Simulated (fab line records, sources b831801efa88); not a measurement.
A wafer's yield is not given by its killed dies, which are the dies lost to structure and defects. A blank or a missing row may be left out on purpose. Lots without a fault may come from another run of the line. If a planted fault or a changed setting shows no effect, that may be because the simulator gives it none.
8D (eight disciplines) problem report, filled in by code ; flow gf180mcu ; the parts of the form that need people (team, actions taken, sign-off) are left out

## 1. WHAT IS WRONG
MIM_CVD_05_THK at GF_MIM_THK_MEAS_06 reads a mean of 50.6 nm on 1 wafer of 1 lot; wafers without a fault read 42.0 nm with a standard deviation of 0.49. That is +18 standard deviations from the usual mean.
First seen on wafer L157.5, day 30 02:11, on film-metro-02. The record has a number at this step for 33 wafers belonging to 11 lots. Rule for "out" (also "out of limits"): further than 4 standard deviations from the usual mean. The other wafers with a number count as sound.

## 2. WHAT IT IS, AND WHAT IT ISN'T
question;is;is not
which readings at this step;MIM_CVD_05_THK;-
which lots;L157;L140, L143, L146, L148, L149, L150, L153, L161, L162, L163
which wafers of those lots;L157.5;L157.2, L157.6
read on which gauges;film-metro-02;film-metro-03, film-metro-04
when;from day 30 02:11;"up to then (23 sound wafers); but 9 sound wafers of L161, L162, L163 came after"

## 3. WHAT RULES OUT EACH SUSPECT
Counting: if a tool at a process step up to the reading ran every lot that is out, it stays a suspect. Sound lots after the first of them don't rule it out here, since some wafers of a struck lot are sound.
- the gauge at GF_MIM_THK_MEAS_06 is ruled out. All the wafers that are out were read on film-metro-02, but those of them that GF_MIM_CVD_05 has rows for are out there too, on other tools.
- pvd-sputter-04 at GF_M4_SPUTTER_04 (material TiN, target thk 50 nm, time 41.7 s): kept. The lot that is out, L157, ran on it at day 28 09:45; the last sound lot it ran before that was L140, at day 22 04:16.
- rie-metal-04 at GF_M4_METAL_ETCH_16 (etches the open film in Cl2/BCl3, stops on SiO2, target depth 627.5 nm, time 104.6 s): kept. The lot that is out, L157, ran on it at day 29 04:45; the last sound lot it ran before that was L153, at day 27 18:42.
- plasma-asher-04 at GF_M4_STRIP_17 (strips in O2/N2): kept. The lot that is out, L157, ran on it at day 29 04:56; the last sound lot it ran before that was L153, at day 27 18:49.
- pecvd-02 at GF_MIM_CVD_05 (deposits Si3N4, target thk 42 nm, time 29.086 s): kept. The lot that is out, L157, ran on it at day 30 02:08; the last sound lot it ran before that was L150, at day 28 06:23. Out on those wafers are its own readings of run-length-s.
- At GF_M4_STRIP_17 on plasma-asher-04, chamber 1 took the sound wafers of the same lots and chamber 0 took the wafers that are out.
- Within pecvd-02 at GF_MIM_CVD_05: the wafers that are out ran in chamber 0; their sound lot-mates ran in chambers 1, 2.
Left after counting: pvd-sputter-04 at GF_M4_SPUTTER_04, rie-metal-04 at GF_M4_METAL_ETCH_16, plasma-asher-04 at GF_M4_STRIP_17, pecvd-02 at GF_MIM_CVD_05.

## 4. THE CAUSE (what the simulator had put in)
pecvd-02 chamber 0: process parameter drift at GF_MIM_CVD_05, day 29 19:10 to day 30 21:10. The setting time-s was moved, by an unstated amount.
Counting leaves 4 suspects; this tool is one of them.

## 5. THE EFFECT CHAIN, in route order
One row per reading whose mean, taken over the struck wafers that have a number, lies over 3 standard deviations from the usual. Only readings whose record carries a usual standard deviation are examined. hours: median over the lots of the time between each lot's start at the first step of this table that gives one and its start at this step. sigmas: the change, counted in usual standard deviations.
hours;step;reading;usual;on struck wafers;change;sigmas
0;GF_MIM_CVD_05;run-length-s;57.1 s;62.7;+5.6;+14
0;GF_MIM_THK_MEAS_06;MIM_CVD_05_THK;42.0 nm;50.6;+8.6;+18
Its process steps:
- GF_MIM_CVD_05: deposits Si3N4, target thk 42 nm, time 29.086 s.

## 6. WHAT WOULD HAVE CAUGHT IT SOONER
7 hours passed between the start of the fault at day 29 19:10 and the first reading out of limits at a measuring or inspecting step in this record, taken at day 30 02:11.
At GF_MIM_CVD_05, the tool's own readings (run-length-s) were out on each struck wafer the step has a row for, so an alarm limit on them would have fired on the first such wafer.
Lots out: 1; all had begun GF_MIM_CVD_05 on pecvd-02 by day 30 02:11. Tool hold at that time: it would have spared none of them.
